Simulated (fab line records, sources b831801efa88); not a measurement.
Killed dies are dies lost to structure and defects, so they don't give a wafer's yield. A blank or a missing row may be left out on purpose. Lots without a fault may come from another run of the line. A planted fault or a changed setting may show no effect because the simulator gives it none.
A struck lot beside a sound one | flow sky130 | 16 steps out of a route of 708
Sound: wafers L721.3, L721.4, L721.6. Struck: wafers L731.5, L731.6. The cause comes at the end.
At each step with rows: each side's tool, then ch and its chambers, then its first start. Under that, the readings that differ: sound wafers | struck wafers | difference of the means | sigmas: that difference in standard deviations of wafers without a fault.
alike: readings whose means differ by less than 2 such deviations, and words and numbers that are the same on both sides. not compared: withheld readings, readings that some wafer has no value for, bounds like >300 that may hide the same value, and numbers for which the record gives no deviation and whose values overlap.
The two part at a step that has a row with sigmas, a row that says differs or no value, or rows on one side only. Numbers that don't overlap but have no deviation are shown without sigmas and don't part them. A reading that every wafer of one side lacks parts them only if that side has two wafers or more.

first, 2 steps without rows for these wafers: SKY_VT_ADJUST_PCH_PEB_05; SKY_VT_ADJUST_PCH_DEVELOP_06 (develop time 60 s).
SKY_VT_ADJUST_PCH_OVL_MEAS_07:
  sound on overlay-02, day 14 03:41; struck on overlay-01, day 16 21:59
  alike: VT_ADJUST_PCH_OVL
then, 1 step without rows for these wafers: SKY_VT_ADJUST_PCH_IMPLANT_08.
SKY_VT_ADJUST_PCH_STRIP_09: strips in O2/N2.
  sound on plasma_asher-04 ch 0,1, day 14 03:53; struck on plasma_asher-01 ch 0,1, day 16 22:13
  alike: drypump_motor_current_A, oes_product_au, strip_time_to_endpoint_s
  not compared: rf_hours_counter_h
SKY_VT_ADJUST_PCH_TW_MEAS_10:
  sound on film_metro-04, day 14 03:59; struck on film_metro-03, day 16 22:17
  alike: VT_ADJUST_PCH_TW
then, 6 steps without rows for these wafers: SKY_SONOS_TUNNEL_DEHYDRATE_00 (time 60 s); SKY_SONOS_TUNNEL_HMDS_01 (prime time 60 s); SKY_SONOS_TUNNEL_COAT_02 (resist thk 1140 nm); SKY_SONOS_TUNNEL_SOFTBAKE_03 (time 60 s); SKY_SONOS_TUNNEL_EXPOSE_04 (exposes mask TUNM, target cd 410 nm); SKY_SONOS_TUNNEL_PEB_05.
SKY_SONOS_TUNNEL_DEVELOP_06: develop time 60 s.
  sound on litho_track-04 ch 0, day 15 06:58; struck on litho_track-04 ch 0, day 18 03:22
SKY_SONOS_TUNNEL_CD_MEAS_07: target cd 410 nm.
  sound on cd_sem-02, day 15 07:06; struck on cd_sem-02, day 18 03:29
  reading    | sound             | struck      | difference | sigmas
  cd_nm (nm) | 407.9 411.9 410.2 | 418.6 417.7 | +8.1       | +3
SKY_SONOS_TUNNEL_OVL_MEAS_08:
  sound on overlay-01, day 15 07:11; struck on overlay-02, day 18 03:33
  reading               | sound          | struck   | difference | sigmas
  SONOS_TUNNEL_OVL (nm) | -3.2 -4.6 -3.6 | -2.1 1.1 | +3.3       | +2
-- the record jumps here: 33 days lie between the struck wafers' starts before and after (it left off in module SONOS_TUNNEL and takes up again in module PAD_OPEN, whose first step shown is number 708 of the route) --
SKY_PAD_OPEN_PROBE_99:
  sound on prober-01, day 48 16:17; struck on prober-01, day 50 16:52
  reading      | sound | struck | difference | sigmas
  killed_short | 32    | 48 42  | +13        | +2
  alike: killed_at_M0_to_M3, killed_at_M4_up, killed_at_contacts, killed_at_front_end, killed_at_other, killed_dies, killed_open

WHERE THEY PART
First at SKY_SONOS_TUNNEL_CD_MEAS_07; last, within this record, at SKY_PAD_OPEN_PROBE_99.

WHY: what the simulator had put in
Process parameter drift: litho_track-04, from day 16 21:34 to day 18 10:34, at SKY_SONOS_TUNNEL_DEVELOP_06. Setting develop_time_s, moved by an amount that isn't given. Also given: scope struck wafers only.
